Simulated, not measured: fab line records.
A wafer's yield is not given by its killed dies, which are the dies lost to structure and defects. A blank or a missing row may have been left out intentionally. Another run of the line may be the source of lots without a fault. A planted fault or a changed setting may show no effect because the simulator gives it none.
Chamber matching    flow sky130    SKY_VIA1_CMP_02 on cmp-01: 4 sister chambers
The step polishes SiO2. 7 wafers are shown with their chamber, then 7 later ones without.

## EACH WAFER AND ITS CHAMBER
wafer   chamber  motor current A (A)  slurry filter dp kPa (kPa)
L677.1  2        14.3                 13.31
L677.4  3        11.6                 13.76
L679.2  2        14.9                 13.35
L679.3  1        11.9                 13.52
L679.6  0        14.1                 13.35
L682.2  0        14.0                 13.56
L682.4  1        12.1                 13.31

## WAFERS WITH NO CHAMBER GIVEN
wafer   motor current A (A)  slurry filter dp kPa (kPa)
L682.6  15.1                 13.32
L693.1  14.3                 13.37
L693.3  14.6                 13.51
L693.6  14.6                 13.37
L695.1  11.8                 13.35
L695.3  13.9                 13.45
L695.4  14.6                 13.38

## EACH ONE'S CHAMBER
wafer    from the rows above       in truth
L682.6   2                         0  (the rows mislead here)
L693.1   can't be placed: 0 or 2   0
L693.3   can't be placed: 2 or 0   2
L693.6   can't be placed: 2 or 0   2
L695.1   1                         1
L695.3   0                         0
L695.4   can't be placed: 2 or 0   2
Correct placement for 2 of the 7. Can't be placed from these rows: 4 (the true chamber is among the candidates in 4). 1 placed wrongly.
How it was worked out, from the rows above alone: a wafer's distance from a chamber is the root of the sum, over the readings, of the square of ((its reading less the chamber's mean) divided by the reading's scatter). The wafer belongs to the nearest chamber; if the next one is less than 2 further off, it can't be placed. A chamber's mean is the mean of its shown wafers. The scatter: the root of (the sum of the squares of (reading less its chamber's mean) over the shown wafers, divided by (wafers less chambers)).
